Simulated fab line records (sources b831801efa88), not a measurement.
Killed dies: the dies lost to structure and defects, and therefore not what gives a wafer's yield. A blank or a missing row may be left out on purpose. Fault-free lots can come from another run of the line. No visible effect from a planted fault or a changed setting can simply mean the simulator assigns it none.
fab line records    flow sky130
record lots=10  wafers=30  last_day=50
route steps=708 shown POLY_GATE@228 LOCAL_INTERCONNECT@387 CONTACT@420 PAD_OPEN@708
lots that met no fault: taken from a fault-free run of the same line
start_h: hours from the record's first day to the start of the lot's first wafer shown    wait_h: time in hours since the lot's previous step    " same as the row above    L1.1+2: several wafers, shown together as one row    - no value present, or no start provided    * or withheld: withheld    < > ~ a bound
route shown NAME@n: names a module that has steps shown in the file, with the first one's number in the route    usual: mean and standard deviation over wafers with no fault    same: alike in all rows    chamber/n: place in a boat    sites: the reading at each site    _std_site: their standard deviation    _edge_site: outer sites' mean less inner sites'    radius_mm: for every site, how far away it sits from the centre of the wafer    mask NAME#n: copy n    behind: tool/chamber where the wafer was last shaped    hold: what put the lot on hold/how long, in hours/how the hold closed    device: transistor that didn't switch, given as n, p or np    end of line: tests run on the same wafers once the route is complete    a step without rows: its recipe alone    killed: not the wafer's yield, but the dies lost to structure and defects at the first sort    map: per-die view of a wafer (x killed, . not killed, _ where there is no die)
set.NAME: setting as actually run; set.NAME@STEP: the setting as run at that earlier step    model.NAME: the simulator's own value behind a step, which no gauge read
one table for each step of the route and one row for each wafer, over a sample of lots
services: from which hour (start_h, from the record's first day; less than 0 if before it) a tool's chamber was out of use, for how many hours, and why
## steps
# step SKY_POLY_GATE_OVL_MEAS_14
# usual POLY_GATE_OVL=-2/4.9
lot.wafer  tool        chamber  start_h  wait_h  POLY_GATE_OVL[nm]
L943.2     overlay-02  -        407.81   0.1     -5
L943.3     "           -        "        "       2
L943.4     "           -        "        "       -1
L944.1     overlay-02  -        416.44   0.1     -12
L944.3     "           -        "        "       -7
L944.6     "           -        "        "       -4
L949.1     overlay-01  -        451.69   0.1     -5
L949.2     "           -        "        "       -1
L949.4     "           -        "        "       -1
L952.2     overlay-02  -        483.15   0.1     2
L952.3     "           -        "        "       4
L952.4     "           -        "        "       3
L954.2     overlay-02  -        495.71   0.1     -9
L954.3     "           -        "        "       -3
L954.6     "           -        "        "       -6
L955.3     overlay-01  -        514.16   0.1     6
L955.4     "           -        "        "       -1
L955.5     "           -        "        "       -7
L957.2     overlay-01  -        525.00   0.1     3
L957.3     "           -        "        "       1
L957.4     "           -        "        "       -7
L958.1     overlay-02  -        532.19   0.1     -1
L958.3     "           -        "        "       -3
L958.4     "           -        "        "       -5
L959.1     overlay-02  -        542.61   0.1     -3
L959.2     "           -        "        "       -3
L959.4     "           -        "        "       -4
L961.1     overlay-02  -        557.71   0.1     -6
L961.2     "           -        "        "       1
L961.4     "           -        "        "       -7
# step SKY_POLY_GATE_THK_MEAS_21
# recipe reads=SiO2_of_POLY_GATE_OXIDATION_20
# usual POLY_GATE_OXIDATION_THK=3.96/0.098
lot.wafer  tool           chamber  start_h  wait_h  POLY_GATE_OXIDATION_THK[nm]
L943.2     film_metro-03  -        409.49   0.0     3.99
L943.3     "              -        "        "       3.97
L943.4     "              -        "        "       3.93
L944.1     film_metro-03  -        419.38   0.0     3.94
L944.3     "              -        "        "       3.95
L944.6     "              -        "        "       3.85
L949.1     film_metro-02  -        454.12   0.0     3.97
L949.2     "              -        "        "       3.94
L949.4     "              -        "        "       3.96
L952.2     film_metro-03  -        484.82   0.0     4.07
L952.3     "              -        "        "       4.02
L952.4     "              -        "        "       4.07
L954.2     film_metro-02  -        497.39   0.0     4.01
L954.3     "              -        "        "       4.15
L954.6     "              -        "        "       4.06
L955.3     film_metro-02  -        515.92   0.0     3.88
L955.4     "              -        "        "       3.90
L955.5     "              -        "        "       3.91
L957.2     film_metro-02  -        526.68   0.0     4.06
L957.3     "              -        "        "       4.01
L957.4     "              -        "        "       3.98
L958.1     film_metro-02  -        533.92   0.0     3.99
L958.3     "              -        "        "       3.92
L958.4     "              -        "        "       3.85
L959.1     film_metro-03  -        545.13   0.0     3.73
L959.2     "              -        "        "       3.77
L959.4     "              -        "        "       3.77
L961.1     film_metro-04  -        560.85   0.0     4.03
L961.2     "              -        "        "       3.98
L961.4     "              -        "        "       4.09
# step SKY_LOCAL_INTERCONNECT_SPUTTER_00
# recipe material=TiN  target_thk_nm=100  temp_c=300  power_w=6500  time_s=83.3  chamber_pressure_pa=0.4
# usual throttle_valve_pct=30.2/1.2
lot.wafer  tool            chamber  start_h  wait_h  throttle_valve_pct
L943.2     pvd_sputter-01  -        711.66   0.1     32.3
L943.3     "               -        "        "       31.1
L943.4     "               -        "        "       30.0
L944.1     pvd_sputter-01  -        723.56   0.1     28.5
L944.3     "               -        "        "       31.5
L944.6     "               -        "        "       31.4
L949.1     pvd_sputter-03  -        754.06   0.2     30.7
L949.2     "               -        "        "       29.9
L949.4     "               -        "        "       30.6
L952.2     pvd_sputter-02  -        779.02   0.1     28.9
L952.3     "               -        "        "       31.1
L952.4     "               -        "        "       29.2
L954.2     pvd_sputter-03  -        787.96   0.1     30.0
L954.3     "               -        "        "       28.4
L954.6     "               -        "        "       28.3
L955.3     pvd_sputter-02  -        806.88   0.2     29.1
L955.4     "               -        "        "       30.8
L955.5     "               -        "        "       29.6
L957.2     pvd_sputter-01  -        815.64   0.1     32.4
L957.3     "               -        "        "       28.3
L957.4     "               -        "        "       31.1
L958.1     pvd_sputter-01  -        822.01   0.2     29.9
L958.3     "               -        "        "       28.2
L958.4     "               -        "        "       32.2
L959.1     pvd_sputter-01  -        831.96   0.2     32.4
L959.2     "               -        "        "       29.8
L959.4     "               -        "        "       32.3
L961.1     pvd_sputter-01  -        843.81   0.2     28.5
L961.2     "               -        "        "       32.1
L961.4     "               -        "        "       29.9
# step SKY_LOCAL_INTERCONNECT_RS_MEAS_01
# recipe thk_meas_gauge=four-point-probe  reads=TiN_of_LOCAL_INTERCONNECT_SPUTTER_00
# usual LOCAL_INTERCONNECT_TIN_RS=14.08/0.17
lot.wafer  tool           chamber  start_h  wait_h  hold                      LOCAL_INTERCONNECT_TIN_RS[ohm/sq]
L943.2     film_metro-04  -        711.74   0.1     await_dispo/0.2h/release  14.26
L943.3     "              -        "        "       await_dispo/0.2h/release  14.30
L943.4     "              -        "        "       await_dispo/0.2h/release  36.72
L943.2     film_metro-04  -        712.03   0.3     -                         14.26
L943.3     "              -        "        "       -                         14.28
L943.4     "              -        "        "       -                         36.80
L944.1     film_metro-03  -        723.62   0.0     await_dispo/0.2h/release  35.17
L944.3     "              -        "        "       await_dispo/0.2h/release  13.99
L944.6     "              -        "        "       await_dispo/0.2h/release  14.10
L944.1     film_metro-03  -        723.91   0.3     -                         35.21
L944.3     "              -        "        "       -                         14.02
L944.6     "              -        "        "       -                         14.13
L949.1     film_metro-01  -        754.12   0.0     -                         13.88
L949.2     "              -        "        "       -                         13.91
L949.4     "              -        "        "       -                         14.09
L952.2     film_metro-01  -        779.11   0.1     -                         13.83
L952.3     "              -        "        "       -                         13.89
L952.4     "              -        "        "       -                         13.91
L954.2     film_metro-01  -        788.04   0.1     -                         14.18
L954.3     "              -        "        "       -                         14.32
L954.6     "              -        "        "       -                         14.15
L955.3     film_metro-04  -        806.98   0.1     -                         14.22
L955.4     "              -        "        "       -                         13.96
L955.5     "              -        "        "       -                         14.18
L957.2     film_metro-03  -        815.72   0.1     -                         13.90
L957.3     "              -        "        "       -                         13.87
L957.4     "              -        "        "       -                         13.96
L958.1     film_metro-04  -        822.07   0.0     -                         14.07
L958.3     "              -        "        "       -                         13.84
L958.4     "              -        "        "       -                         14.01
L959.1     film_metro-04  -        832.03   0.0     -                         14.40
L959.2     "              -        "        "       -                         14.53
L959.4     "              -        "        "       -                         14.39
L961.1     film_metro-04  -        843.88   0.0     -                         13.99
L961.2     "              -        "        "       -                         14.27
L961.4     "              -        "        "       -                         14.18
# step SKY_LOCAL_INTERCONNECT_THK_MEAS_02
# recipe thk_meas_gauge=xrf  reads=TiN_of_LOCAL_INTERCONNECT_SPUTTER_00
# usual LOCAL_INTERCONNECT_TIN_THK=100.4/1.3
lot.wafer  tool           chamber  start_h  wait_h  hold                      LOCAL_INTERCONNECT_TIN_THK[nm]
L943.2     film_metro-04  -        714.65   2.6     await_dispo/0.2h/release  99.0
L943.3     "              -        "        "       await_dispo/0.2h/release  99.3
L943.4     "              -        "        "       await_dispo/0.2h/release  41.1
L943.2     film_metro-04  -        714.88   0.2     -                         99.4
L943.3     "              -        "        "       -                         99.4
L943.4     "              -        "        "       -                         41.0
L944.1     film_metro-03  -        737.67   13.7    await_dispo/0.2h/release  42.6
L944.3     "              -        "        "       await_dispo/0.2h/release  100.8
L944.6     "              -        "        "       await_dispo/0.2h/release  100.0
L944.1     film_metro-03  -        737.90   0.2     -                         42.5
L944.3     "              -        "        "       -                         101.3
L944.6     "              -        "        "       -                         100.1
L949.1     film_metro-01  -        754.24   0.1     -                         102.9
L949.2     "              -        "        "       -                         102.4
L949.4     "              -        "        "       -                         100.9
L952.2     film_metro-01  -        779.22   0.1     -                         102.3
L952.3     "              -        "        "       -                         102.5
L952.4     "              -        "        "       -                         102.6
L954.2     film_metro-01  -        788.15   0.1     -                         100.5
L954.3     "              -        "        "       -                         99.9
L954.6     "              -        "        "       -                         100.0
L955.3     film_metro-04  -        807.08   0.1     -                         98.3
L955.4     "              -        "        "       -                         100.1
L955.5     "              -        "        "       -                         99.2
L957.2     film_metro-03  -        815.83   0.1     -                         100.9
L957.3     "              -        "        "       -                         101.6
L957.4     "              -        "        "       -                         100.6
L958.1     film_metro-04  -        822.19   0.1     -                         99.8
L958.3     "              -        "        "       -                         101.6
L958.4     "              -        "        "       -                         100.7
L959.1     film_metro-04  -        832.15   0.1     -                         97.9
L959.2     "              -        "        "       -                         96.6
L959.4     "              -        "        "       -                         97.9
L961.1     film_metro-04  -        844.00   0.1     -                         100.6
L961.2     "              -        "        "       -                         99.4
L961.4     "              -        "        "       -                         99.5
# step SKY_LOCAL_INTERCONNECT_METAL_ETCH_14
# recipe target_depth_nm=110  stop_on=PSG  chemistry=Cl2/BCl3  target=TiN  resist_sidewall_deg=88  pressure_mtorr=10  icp_w=900  bias_w=48.5  Cl2_flow_sccm=60  bcl3_flow_sccm=30  time_s=31.4
# usual bcl3_flow_sccm=30.01/0.089  chamber_pressure_mTorr=9.998/0.009  drypump_motor_current_A=5.6/0.36  oes_product_au=0.943/0.0082  throttle_valve_pct=21.900/0.011
lot.wafer  tool          chamber  start_h  wait_h  bcl3_flow_sccm  chamber_pressure_mTorr  drypump_motor_current_A  oes_product_au  rf_hours_counter_h  throttle_valve_pct
L943.2     rie_metal-03  1        739.50   0.0     29.98           10.007                  6.2                      0.929           9                   21.917
L943.3     "             0        "        "       29.87           10.019                  4.9                      0.936           -                   21.900
L943.4     "             1        "        "       30.08           10.004                  6.2                      0.608           -                   22.106
L944.1     rie_metal-02  0        750.85   0.0     29.97           9.991                   5.5                      0.625           12                  22.110
L944.3     "             1        "        "       29.90           9.983                   5.7                      0.944           -                   21.879
L944.6     "             0        "        "       29.95           9.986                   5.5                      0.938           -                   21.905
L949.1     rie_metal-02  0        781.22   0.1     29.97           10.003                  5.5                      0.951           13                  21.894
L949.2     "             0        "        "       29.98           9.984                   5.5                      0.944           -                   21.902
L949.4     "             0        "        "       29.93           10.007                  5.5                      0.947           -                   21.919
L952.2     rie_metal-02  0        806.11   0.0     30.03           10.005                  5.5                      0.950           14                  21.880
L952.3     "             1        "        "       29.90           9.995                   5.8                      0.950           -                   21.888
L952.4     "             0        "        "       30.03           10.000                  5.5                      0.955           -                   21.881
L954.2     rie_metal-02  0        814.96   0.0     30.04           9.991                   5.5                      0.940           15                  21.895
L954.3     "             0        "        "       29.87           10.002                  5.5                      0.933           -                   21.896
L954.6     "             1        "        "       30.11           10.009                  5.8                      0.935           -                   21.912
L955.3     rie_metal-01  0        833.57   0.0     30.12           9.998                   5.6                      0.934           -                   21.913
L955.4     "             1        "        "       29.97           9.995                   5.4                      0.951           -                   21.904
L955.5     "             1        "        "       29.99           9.989                   5.4                      0.939           -                   21.889
L957.2     rie_metal-02  1        842.37   0.1     30.10           10.002                  5.8                      0.946           -                   21.897
L957.3     "             1        "        "       30.07           9.995                   5.8                      0.961           -                   21.900
L957.4     "             1        "        "       30.16           9.988                   5.8                      0.950           -                   21.922
L958.1     rie_metal-03  1        847.77   0.1     30.04           10.000                  6.2                      0.942           14                  21.902
L958.3     "             1        "        "       29.99           9.998                   6.2                      0.944           -                   21.897
L958.4     "             1        "        "       30.18           10.000                  6.2                      0.943           -                   21.881
L959.1     rie_metal-02  0        857.71   0.0     30.11           9.974                   5.5                      0.929           0                   21.900
L959.2     "             1        "        "       29.99           9.995                   5.7                      0.927           3                   21.923
L959.4     "             1        "        "       30.14           9.998                   5.8                      0.928           -                   21.903
L961.1     rie_metal-01  0        868.81   0.0     30.01           9.999                   5.6                      0.941           9                   21.901
L961.2     "             1        "        "       30.01           10.001                  5.4                      0.935           3                   21.903
L961.4     "             1        "        "       30.07           9.993                   5.4                      0.939           -                   21.897
# step SKY_CONTACT_CD_MEAS_14
# recipe target_cd_nm=170
# usual cd_nm=170.2/1.6
lot.wafer  tool       chamber  start_h  wait_h  cd_nm
L943.2     cd_sem-02  -        768.11   -       171.5
L943.3     "          -        "        "       170.9
L943.4     "          -        "        "       171.7
L944.1     cd_sem-02  -        778.92   -       169.0
L944.3     "          -        "        "       170.5
L944.6     "          -        "        "       169.7
L949.1     cd_sem-01  -        809.54   -       169.6
L949.2     "          -        "        "       171.5
L949.4     "          -        "        "       169.7
L952.2     cd_sem-02  -        834.20   -       172.4
L952.3     "          -        "        "       170.3
L952.4     "          -        "        "       170.9
L954.2     cd_sem-02  -        842.94   -       169.7
L954.3     "          -        "        "       169.9
L954.6     "          -        "        "       171.2
L955.3     cd_sem-01  -        860.47   -       168.0
L955.4     "          -        "        "       169.8
L955.5     "          -        "        "       168.8
L957.2     cd_sem-01  -        869.09   -       172.0
L957.3     "          -        "        "       172.8
L957.4     "          -        "        "       172.0
L958.1     cd_sem-02  -        874.14   -       168.6
L958.3     "          -        "        "       168.7
L958.4     "          -        "        "       167.6
L959.1     cd_sem-01  -        884.73   -       167.5
L959.2     "          -        "        "       168.5
L959.4     "          -        "        "       169.2
L961.1     cd_sem-01  -        895.89   -       171.4
L961.2     "          -        "        "       171.1
L961.4     "          -        "        "       171.6
# step SKY_PAD_OPEN_PROBE_99
# usual killed_at_M0_to_M3=43/6.5  killed_at_M4_up=3.2/1.8  killed_at_contacts=26/5.2  killed_at_front_end=16/4.8  killed_at_other=0.3/0.6  killed_dies=89/9.6  killed_open=48/7.1  killed_short=40/6.4
# same gross_dies=492  killed_at_back_side=0
lot.wafer  tool       chamber  start_h  wait_h  killed_at_M0_to_M3  killed_at_M4_up  killed_at_contacts  killed_at_front_end  killed_at_other  killed_dies  killed_open  killed_short
L943.4     prober-02  -        1100.08  0.2     37                  3                24                  13                   0                77           49           28
L944.3     prober-02  -        1109.25  0.2     49                  2                24                  17                   0                92           52           40
# killed by level:class
L943.4 LI_CONTACT:geometric_particle:open=11 VIA1:geometric_particle:open=8 VIA3:geometric_particle:open=8 CONTACT:geometric_particle:open=7 METAL1:geometric_particle:short=6 VIA2:geometric_particle:open=4 POLY_CUT:geometric_particle:open=3 METAL4:geometric_particle:short=3
L944.3 VIA1:geometric_particle:open=11 VIA1:geometric_particle:short=10 VIA2:geometric_particle:open=7 VIA3:geometric_particle:open=7 LI_CONTACT:geometric_particle:open=6 CONTACT:geometric_particle:short=6 POLY_GATE:geometric_particle:short=5 METAL1:geometric_particle:short=4
## services
tool            chamber  start_h  hours  kind
rie_metal-03    -        697.63   3.6    repair
pvd_sputter-01  -        715.79   1.3    repair
rie_metal-02    -        737.98   5.1    repair
rie_metal-02    1        760.94   -      clean
rie_metal-02    1        760.94   30.0   scheduled_down
rie_metal-02    1        760.94   30.0   vent_cycle
rie_metal-01    1        776.16   -      clean
rie_metal-01    1        776.16   27.4   scheduled_down
rie_metal-01    1        776.16   27.4   vent_cycle
pvd_sputter-02  -        788.49   2.3    repair
pvd_sputter-02  -        825.97   2.5    repair
rie_metal-03    0        828.26   -      clean
rie_metal-03    0        828.26   20.5   scheduled_down
rie_metal-03    0        828.26   20.5   vent_cycle
rie_metal-02    0        833.39   -      clean
rie_metal-02    0        833.39   18.3   scheduled_down
rie_metal-02    0        833.39   18.3   vent_cycle
pvd_sputter-02  -        866.86   5.3    repair
## key
first_sign step=SKY_LOCAL_INTERCONNECT_RS_MEAS_01  reading=visit  direction=added
effect step=SKY_LOCAL_INTERCONNECT_RS_MEAS_01  reading=LOCAL_INTERCONNECT_TIN_RS  direction=up  sigmas=99+  usual=14.08  struck=35.94
effect step=SKY_LOCAL_INTERCONNECT_THK_MEAS_02  reading=visit  direction=added
effect step=SKY_LOCAL_INTERCONNECT_THK_MEAS_02  reading=LOCAL_INTERCONNECT_TIN_THK  direction=down  sigmas=44  usual=100.4  struck=41.9
effect step=SKY_LOCAL_INTERCONNECT_METAL_ETCH_14  reading=oes_product_au  direction=down  sigmas=40  usual=0.943  struck=0.617  through=control_loop
met_at SKY_LOCAL_INTERCONNECT_SPUTTER_00
struck_lots L943,L944
struck_wafers L943.4,L944.1
tester_left_out L943,L944
loop_trim step=SKY_LOCAL_INTERCONNECT_EXPOSE_08  setting=dose  lots=L944
not_acting_at SKY_POLY_GATE_OVL_MEAS_14,SKY_POLY_GATE_THK_MEAS_21,SKY_CONTACT_CD_MEAS_14
fault kind=process_parameter_drift  tool=pvd_sputter-01  chamber=-  onset_h=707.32  steps=SKY_LOCAL_INTERCONNECT_SPUTTER_00  channel=time_s  offset=*  shape=step  end_h=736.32  scope=struck_wafers_only  acts_in=*  stated=*
# tester_left_out: of these lots the tester's yield and bins aren't shown, on N5 and GAA mostly nor the transistor test; their killed dies are dies lost to structure and defects alone, not to doping, threshold or leakage, so they don't give the yield
# loop_trim: a control loop set the setting to another value than it would have without faults
